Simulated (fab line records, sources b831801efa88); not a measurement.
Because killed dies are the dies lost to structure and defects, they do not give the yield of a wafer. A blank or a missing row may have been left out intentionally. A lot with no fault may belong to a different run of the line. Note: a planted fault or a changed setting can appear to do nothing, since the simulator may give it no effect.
fab line records	flow sky130
[record] lots = 12	wafers = 36	last-day = 50
route steps=708 shown VIA1@459 METAL2@495 PAD_OPEN@708
lots untouched by any fault: they come from a run of this same line in which no faults occurred
start-h: hours from the record's opening day to when the first of the lot's shown wafers began	wait-h: hours from the lot's prior step to this one	" identical to the entry in the row above	L1.1+2: a row that stands for several wafers	- either no value or no given start	* or withheld: withheld	< > ~ a bound
route shown NAME@n: names a module that has steps shown in the file, with the first one's number in the route	usual: average and standard deviation across the fault-free wafers	same: alike in all rows	chamber/n: place in a boat	sites: each site's reading	_std_site: standard deviation of those values	_edge_site: mean of outer sites minus mean of inner sites	radius-mm: for every site, how far away it sits from the centre of the wafer	mask NAME#n: copy n	behind: the tool/chamber that last shaped the wafer	hold: what put the lot on hold/how long, in hours/how the hold closed	device: names the non-switching transistor (n, p or np)	end of line: tests of these same wafers at the route's end	a step without rows: its recipe alone	killed: dies that structure and defects cost at the first sort, which is not the same as the wafer's yield	map: dies across one wafer; x = killed, . = not, _ = none there
set.NAME: setting as actually run; set.NAME@STEP: the setting as run at that earlier step	model.NAME: the simulator's own value behind a step, which no gauge read
one table for each step of the route and one row for each wafer, over a sample of lots
services: a tool's chamber out of use, with start hour (start-h, from the record's first day; less than 0 if before it), hours out, and reason
[[steps]]
[step SKY_VIA1_THK_MEAS_01]
[recipe] reads = SiO2_of_VIA1_HDPCVD_00
[usual] VIA1_HDPCVD_THK = 1034/14
lot.wafer	tool	chamber	start-h	wait-h	VIA1_HDPCVD_THK[nm]
L221.1	film-metro-02	-	768.04	0.1	1026
L221.3	"	-	"	"	1024
L221.5	"	-	"	"	1014
L222.1	film-metro-03	-	775.95	0.1	1021
L222.4	"	-	"	"	1027
L222.6	"	-	"	"	1018
L223.1	film-metro-01	-	786.64	0.1	1049
L223.2	"	-	"	"	1058
L223.5	"	-	"	"	1060
L224.2	film-metro-03	-	796.00	0.1	1049
L224.3	"	-	"	"	1042
L224.5	"	-	"	"	1052
L225.1	film-metro-02	-	796.97	0.1	1048
L225.2	"	-	"	"	1041
L225.6	"	-	"	"	1055
L228.1	film-metro-01	-	830.65	0.1	1055
L228.3	"	-	"	"	1040
L228.5	"	-	"	"	1032
L229.4	film-metro-03	-	833.31	0.0	1004
L229.5	"	-	"	"	1039
L229.6	"	-	"	"	1018
L234.4	film-metro-03	-	869.92	0.0	1054
L234.5	"	-	"	"	1036
L234.6	"	-	"	"	1039
L238.1	film-metro-01	-	899.40	0.1	1036
L238.4	"	-	"	"	1031
L238.5	"	-	"	"	1014
L239.3	film-metro-03	-	902.10	0.1	1068
L239.4	"	-	"	"	1049
L239.5	"	-	"	"	1055
L240.3	film-metro-03	-	912.58	0.1	1023
L240.4	"	-	"	"	1039
L240.6	"	-	"	"	1025
L243.1	film-metro-02	-	942.47	0.1	991
L243.5	"	-	"	"	1016
L243.6	"	-	"	"	1020
[step SKY_VIA1_STRIP_16]
[recipe] chemistry = O2/N2	power-w = 1400	pressure-mtorr = 1500	platen-temp-c = withheld	o2-flow-sccm = 3000	n2-flow-sccm = 300	overash-fraction = 0.5
[usual] drypump-motor-current-A = 5.98/0.29	oes-product-au = 0.416/0.0051	strip-time-to-endpoint-s = 4.48/0.03
lot.wafer	tool	chamber	start-h	wait-h	drypump-motor-current-A	oes-product-au	rf-hours-counter-h	strip-time-to-endpoint-s
L221.1	plasma-asher-02	0	795.82	0.0	6.09	0.413	101	4.46
L221.3	"	0	"	"	6.10	0.416	-	4.45
L221.5	"	1	"	"	6.31	0.414	-	4.47
L222.1	plasma-asher-03	0	802.60	0.0	5.72	0.421	66	4.51
L222.4	"	0	"	"	5.71	0.413	-	4.45
L222.6	"	0	"	"	5.70	0.415	-	4.48
L223.1	plasma-asher-03	1	813.65	0.0	6.14	0.421	67	4.48
L223.2	"	0	"	"	5.71	0.417	67	4.53
L223.5	"	1	"	"	6.16	0.418	-	4.47
L224.2	plasma-asher-01	0	822.93	0.0	5.81	0.421	7	4.47
L224.3	"	0	"	"	5.82	0.416	-	4.51
L224.5	"	1	"	"	5.45	0.416	-	4.49
L225.1	plasma-asher-02	0	823.57	0.0	6.12	0.416	104	4.49
L225.2	"	1	"	"	6.29	0.411	104	4.50
L225.6	"	1	"	"	6.33	0.419	-	4.52
L228.1	plasma-asher-03	0	857.25	0.0	5.71	0.410	71	4.43
L228.3	"	0	"	"	5.71	0.407	-	4.47
L228.5	"	0	"	"	5.71	0.418	-	4.48
L229.4	plasma-asher-02	1	859.97	0.1	6.35	0.415	-	4.45
L229.5	"	1	"	"	6.30	0.405	-	4.45
L229.6	"	0	"	"	6.08	0.417	-	4.45
L234.4	plasma-asher-01	1	896.86	0.1	5.51	0.414	-	4.46
L234.5	"	0	"	"	5.79	0.425	-	4.44
L234.6	"	1	"	"	5.50	0.414	-	4.43
L238.1	plasma-asher-03	1	924.54	0.0	6.19	0.412	78	4.46
L238.4	"	0	"	"	5.72	0.423	-	4.48
L238.5	"	0	"	"	5.71	0.414	-	4.46
L239.3	plasma-asher-02	1	927.31	0.1	6.35	0.419	-	4.49
L239.4	"	0	"	"	6.04	0.418	-	4.46
L239.5	"	0	"	"	6.05	0.412	-	4.48
L240.3	plasma-asher-02	0	937.77	0.1	6.06	0.420	-	4.53
L240.4	"	1	"	"	6.32	0.412	-	4.47
L240.6	"	0	"	"	6.08	0.417	-	4.45
L243.1	plasma-asher-02	0	967.75	0.0	6.08	0.422	119	4.51
L243.5	"	1	"	"	6.36	0.407	-	4.52
L243.6	"	0	"	"	6.04	0.415	-	4.46
[step SKY_VIA1_RS_MEAS_22]
[recipe] thk-meas-gauge = four-point-probe	reads = W_of_VIA1_CVD_21+TiN_of_VIA1_SPUTTER_20
[usual] VIA1_W_RS = 0.428/0.0059
lot.wafer	tool	chamber	start-h	wait-h	VIA1_W_RS[ohm/sq]
L221.1	film-metro-01	-	797.00	0.1	0.422
L221.3	"	-	"	"	0.437
L221.5	"	-	"	"	0.422
L222.1	film-metro-03	-	803.74	0.1	0.435
L222.4	"	-	"	"	0.421
L222.6	"	-	"	"	0.440
L223.1	film-metro-02	-	814.39	0.1	0.424
L223.2	"	-	"	"	0.439
L223.5	"	-	"	"	0.440
L224.2	film-metro-01	-	823.71	0.1	0.424
L224.3	"	-	"	"	0.418
L224.5	"	-	"	"	0.421
L225.1	film-metro-01	-	824.35	0.1	0.425
L225.2	"	-	"	"	0.417
L225.6	"	-	"	"	0.422
L228.1	film-metro-01	-	858.33	0.1	0.414
L228.3	"	-	"	"	0.418
L228.5	"	-	"	"	0.420
L229.4	film-metro-01	-	860.83	0.1	0.423
L229.5	"	-	"	"	0.425
L229.6	"	-	"	"	0.437
L234.4	film-metro-02	-	897.63	0.1	0.424
L234.5	"	-	"	"	0.426
L234.6	"	-	"	"	0.425
L238.1	film-metro-02	-	925.28	0.1	0.433
L238.4	"	-	"	"	0.435
L238.5	"	-	"	"	0.433
L239.3	film-metro-02	-	928.07	0.1	0.430
L239.4	"	-	"	"	0.429
L239.5	"	-	"	"	0.429
L240.3	film-metro-01	-	938.55	0.1	0.429
L240.4	"	-	"	"	0.430
L240.6	"	-	"	"	0.429
L243.1	film-metro-03	-	968.50	0.1	0.429
L243.5	"	-	"	"	0.424
L243.6	"	-	"	"	0.435
[step SKY_METAL2_EXPOSE_12]
[recipe] mask-id = MM2	na = 0.8	source-shape = annular	sigma-inner = 0.55	sigma-outer = 0.85	target-cd-nm = 140	dose-mj = 28
[usual] exposure-dose-mJ-cm2 = 27.98/0.031
lot.wafer	tool	chamber	start-h	wait-h	mask	exposure-dose-mJ-cm2
L221.1	krf-scanner-01	0	811.17	-	MM2#0	27.99
L221.3	"	0	"	"	MM2#0	27.99
L221.5	"	0	"	"	MM2#0	27.99
L222.1	krf-scanner-02	0	818.10	-	MM2#0	27.99
L222.4	"	0	"	"	MM2#0	28.00
L222.6	"	0	"	"	MM2#0	27.98
L223.1	krf-scanner-01	0	828.85	-	MM2#0	27.99
L223.2	"	0	"	"	MM2#0	27.98
L223.5	"	0	"	"	MM2#0	28.04
L224.2	krf-scanner-02	0	836.93	-	MM2#0	27.96
L224.3	"	0	"	"	MM2#0	27.93
L224.5	"	0	"	"	MM2#0	27.95
L225.1	krf-scanner-01	0	837.45	-	MM2#0	27.93
L225.2	"	0	"	"	MM2#0	28.01
L225.6	"	0	"	"	MM2#0	27.96
L228.1	krf-scanner-02	0	872.86	-	MM2#0	27.99
L228.3	"	0	"	"	MM2#0	28.02
L228.5	"	0	"	"	MM2#0	27.96
L229.4	krf-scanner-02	0	874.99	-	MM2#0	27.96
L229.5	"	0	"	"	MM2#0	27.97
L229.6	"	0	"	"	MM2#0	27.96
L234.4	krf-scanner-02	0	910.91	-	MM2#0	25.61
L234.5	"	0	"	"	MM2#0	25.63
L234.6	"	0	"	"	MM2#0	25.58
L238.1	krf-scanner-02	0	938.42	-	MM2#0	26.15
L238.4	"	0	"	"	MM2#0	26.12
L238.5	"	0	"	"	MM2#0	26.13
L239.3	krf-scanner-01	0	940.85	-	MM2#0	27.96
L239.4	"	0	"	"	MM2#0	27.96
L239.5	"	0	"	"	MM2#0	27.97
L240.3	krf-scanner-01	0	951.98	-	MM2#0	27.98
L240.4	"	0	"	"	MM2#0	27.96
L240.6	"	0	"	"	MM2#0	27.99
L243.1	krf-scanner-01	0	981.82	-	MM2#0	27.99
L243.5	"	0	"	"	MM2#0	28.04
L243.6	"	0	"	"	MM2#0	28.01
[step SKY_METAL2_CD_MEAS_15]
[recipe] target-cd-nm = 140
[usual] cd-nm = 139.4/1.3
lot.wafer	tool	chamber	start-h	wait-h	cd-nm
L221.1	cd-sem-01	-	824.79	-	139.7
L221.3	"	-	"	"	140.2
L221.5	"	-	"	"	140.7
L222.1	cd-sem-01	-	830.69	-	138.0
L222.4	"	-	"	"	139.0
L222.6	"	-	"	"	137.7
L223.1	cd-sem-02	-	841.49	-	139.8
L223.2	"	-	"	"	139.1
L223.5	"	-	"	"	140.2
L224.2	cd-sem-02	-	850.31	-	138.7
L224.3	"	-	"	"	138.2
L224.5	"	-	"	"	139.0
L225.1	cd-sem-01	-	850.94	-	140.8
L225.2	"	-	"	"	137.6
L225.6	"	-	"	"	139.4
L228.1	cd-sem-02	-	885.64	-	139.1
L228.3	"	-	"	"	139.6
L228.5	"	-	"	"	141.5
L229.4	cd-sem-01	-	887.30	-	141.1
L229.5	"	-	"	"	140.1
L229.6	"	-	"	"	140.0
L234.4	cd-sem-02	-	923.05	-	157.2
L234.5	"	-	"	"	156.7
L234.6	"	-	"	"	155.0
L238.1	cd-sem-02	-	950.49	-	152.6
L238.4	"	-	"	"	153.4
L238.5	"	-	"	"	152.4
L239.3	cd-sem-01	-	953.43	-	136.6
L239.4	"	-	"	"	138.8
L239.5	"	-	"	"	137.6
L240.3	cd-sem-01	-	963.68	-	140.0
L240.4	"	-	"	"	140.7
L240.6	"	-	"	"	141.0
L243.1	cd-sem-02	-	992.89	-	139.3
L243.5	"	-	"	"	140.2
L243.6	"	-	"	"	140.9
[step SKY_PAD_OPEN_PROBE_99]
[usual] defect-limited-yield = 82.5/2	killed_at_M0_to_M3 = 43/6.8	killed_at_M4_up = 3.3/2.1	killed-at-contacts = 24/5	killed-at-front-end = 15/4.4	killed-at-other = 0.3/0.57	killed-dies = 86/9.7	killed-open = 47/7.3	killed-short = 39/6.1	sort_bin_3_pad_short = 0.8/0.38	sort_bin_5_function = 10.5/1.5	sort_bin_6_memory = 6.2/1.1	sort-n-pass = 406/9.7	sort-yield-pct = 82.5/2
[same] gross-dies = 492	killed-at-back-side = 0	sort_bin_4_leakage[%] = 0	sort_bin_8_speed[%] = 0
lot.wafer	tool	chamber	start-h	wait-h	defect-limited-yield[%]	killed_at_M0_to_M3	killed_at_M4_up	killed-at-contacts	killed-at-front-end	killed-at-other	killed-dies	killed-open	killed-short	sort_bin_3_pad_short[%]	sort_bin_5_function[%]	sort_bin_6_memory[%]	sort-n-pass	sort-yield-pct[%]
L221.1	prober-02	-	1078.52	0.1	80.5	47	5	23	21	0	96	59	36	0.2	12.2	7.1	396	80.5
L221.3	prober-02	-	1078.62	0.2	82.7	44	2	26	13	0	85	45	39	1.2	10.4	5.7	407	82.7
L221.5	prober-02	-	1078.72	0.2	82.7	40	5	25	15	0	85	47	37	1.0	9.3	6.9	407	82.7
L222.1	prober-01	-	1082.90	0.1	85.0	41	2	22	8	1	74	31	43	0.4	10.2	4.5	418	85.0
L222.4	prober-01	-	1083.05	0.2	81.9	39	5	28	16	1	89	53	34	1.0	12.4	4.7	403	81.9
L222.6	prober-01	-	1083.15	0.2	83.7	35	4	30	11	0	80	47	33	1.0	9.1	6.1	412	83.7
L234.4	prober-01	-	1154.90	0.2	78.9	66	3	27	8	0	104	43	49	3.9	9.1	8.1	388	78.9
L234.5	prober-01	-	1154.95	0.2	79.3	44	3	35	20	0	102	45	45	3.9	9.1	7.7	390	79.3
L234.6	prober-01	-	1155.00	0.2	81.5	54	3	26	7	1	91	49	35	1.8	9.8	6.9	401	81.5
L238.1	prober-01	-	1175.63	0.1	80.3	55	2	22	18	0	97	44	52	0.8	13.6	5.3	395	80.3
L238.4	prober-01	-	1175.78	0.2	85.0	44	2	15	12	1	74	33	32	1.8	9.1	4.1	418	85.0
L238.5	prober-01	-	1175.83	0.2	80.1	50	4	25	18	1	98	58	35	1.4	11.4	7.1	394	80.1
// killed by level:class
L221.1 VIA2:geometric-particle:open=10 VIA3:geometric-particle:open=10 LI_CONTACT:geometric-particle:open=8 VIA1:geometric-particle:open=8 FIELD_ISO:geometric-particle:open=7 CONTACT:geometric-particle:open=6 POLY_GATE:geometric-particle:open=5 CONTACT:geometric-particle:short=5
L221.3 VIA1:geometric-particle:open=11 VIA3:geometric-particle:open=9 LI_CONTACT:geometric-particle:open=8 METAL2:geometric-particle:short=7 LOCAL_INTERCONNECT:geometric-particle:short=6 CONTACT:geometric-particle:open=6 VIA1:geometric-particle:short=4 VIA2:geometric-particle:open=4
L221.5 VIA1:geometric-particle:open=11 LI_CONTACT:geometric-particle:open=9 CONTACT:geometric-particle:open=7 VIA1:geometric-particle:short=7 CONTACT:geometric-particle:short=5 VIA2:geometric-particle:open=5 POLY_GATE:geometric-particle:open=4 METAL1:geometric-particle:short=4
L222.1 CONTACT:geometric-particle:open=9 VIA3:geometric-particle:open=9 METAL1:geometric-particle:short=7 METAL2:geometric-particle:short=6 VIA1:geometric-particle:short=5 VIA1:geometric-particle:open=5 VIA3:geometric-particle:short=4 FIELD_ISO:geometric-particle:short=3
L222.4 VIA1:geometric-particle:open=13 CONTACT:geometric-particle:open=9 VIA2:geometric-particle:open=8 LI_CONTACT:geometric-particle:open=7 SPACER:geometric-particle:open=5 METAL1:geometric-particle:short=5 METAL4:geometric-particle:short=5 CONTACT:geometric-particle:short=4
L222.6 CONTACT:geometric-particle:open=10 LI_CONTACT:geometric-particle:open=8 VIA1:geometric-particle:open=7 CONTACT:geometric-particle:short=6 VIA3:geometric-particle:open=5 METAL2:geometric-particle:short=4 VIA2:geometric-particle:open=4 FIELD_ISO:geometric-particle:short=3
L234.4 METAL2:area-expose=12 METAL2:geometric-particle:short=10 METAL1:geometric-particle:short=9 VIA2:geometric-particle:open=7 LI_CONTACT:geometric-particle:open=6 VIA1:geometric-particle:open=6 LOCAL_INTERCONNECT:geometric-particle:short=5 LOCAL_INTERCONNECT:geometric-particle:open=5
L234.5 METAL2:area-expose=12 LOCAL_INTERCONNECT:geometric-particle:short=10 CONTACT:geometric-particle:open=8 LI_CONTACT:geometric-particle:open=8 VIA1:geometric-particle:open=7 FIELD_ISO:geometric-particle:open=6 POLY_GATE:geometric-particle:open=6 VIA1:geometric-particle:short=5
L234.6 VIA3:geometric-particle:open=12 LI_CONTACT:geometric-particle:open=9 VIA2:geometric-particle:open=9 LOCAL_INTERCONNECT:geometric-particle:short=6 METAL1:geometric-particle:short=6 CONTACT:geometric-particle:open=5 METAL2:area-expose=5 CONTACT:geometric-particle:short=4
L238.1 VIA1:geometric-particle:open=13 VIA1:geometric-particle:short=7 LOCAL_INTERCONNECT:geometric-particle:short=7 METAL1:geometric-particle:short=6 VIA2:geometric-particle:open=6 FIELD_ISO:geometric-particle:open=5 LI_CONTACT:geometric-particle:open=5 VIA3:geometric-particle:open=5
L238.4 METAL2:area-expose=8 VIA1:geometric-particle:open=7 METAL1:geometric-particle:short=6 METAL2:geometric-particle:short=6 VIA3:geometric-particle:open=5 LI_CONTACT:geometric-particle:open=5 CONTACT:geometric-particle:open=5 POLY_GATE:geometric-particle:short=3
L238.5 CONTACT:geometric-particle:open=13 VIA1:geometric-particle:open=11 LI_CONTACT:geometric-particle:open=7 VIA3:geometric-particle:open=6 VIA2:geometric-particle:open=6 VIA1:geometric-particle:short=5 METAL2:area-expose=5 POLY_GATE:geometric-particle:open=4
[[services]]
tool	chamber	start-h	hours	kind
plasma-asher-01	-	774.43	13.9	repair
krf-scanner-01	-	776.22	7.2	pm
krf-scanner-02	-	783.42	0.8	pm
krf-scanner-02	-	785.05	1.8	repair
krf-scanner-01	-	800.08	6.5	repair
krf-scanner-01	-	820.01	0.8	pm
krf-scanner-01	-	821.14	5.9	repair
krf-scanner-02	-	841.17	7.2	pm
krf-scanner-02	0	861.33	-	calibration
krf-scanner-01	-	863.55	1.0	pm
krf-scanner-02	-	868.41	1.3	pm
krf-scanner-02	-	873.91	1.0	pm
krf-scanner-01	0	885.33	-	calibration
krf-scanner-01	-	910.35	0.7	repair
krf-scanner-01	-	921.94	1.3	pm
krf-scanner-02	-	946.29	0.8	pm
plasma-asher-01	-	952.92	3.6	repair
plasma-asher-01	-	955.31	19.0	repair
plasma-asher-03	-	960.26	0.6	repair
plasma-asher-01	-	961.11	3.3	repair
krf-scanner-01	-	967.78	2.7	repair
[[key]]
[first-sign] step = SKY_METAL2_EXPOSE_12	reading = exposure-dose-mJ-cm2	direction = down	sigmas = 67	usual = *	struck = *
[effect] step = SKY_METAL2_CD_MEAS_15	reading = cd-nm	direction = up	sigmas = 12	usual = 139.4	struck = 154.5	through = control-loop
[effect] step = SKY_PAD_OPEN_PROBE_99	reading = sort_bin_3_pad_short	direction = up	sigmas = 3.8	usual = 0.8	struck = 2.3	wafers-moved = 5
met-at SKY_METAL2_EXPOSE_12
struck-lots L234,L238
[loop-trim] step = SKY_METAL2_EXPOSE_12	setting = dose	lots = L238
not-acting-at SKY_VIA1_THK_MEAS_01,SKY_VIA1_STRIP_16,SKY_VIA1_RS_MEAS_22
onset-between 874.99 910.91
[fault] kind = process-parameter-drift	tool = krf-scanner-02	chamber = -	onset-h = 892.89	steps = SKY_METAL2_EXPOSE_12	channel = dose-mj	offset = -2.3308	shape = step	acts-in = these-recipes-only	stated = 28
// loop-trim: a control loop set the setting to another value than it would have without faults
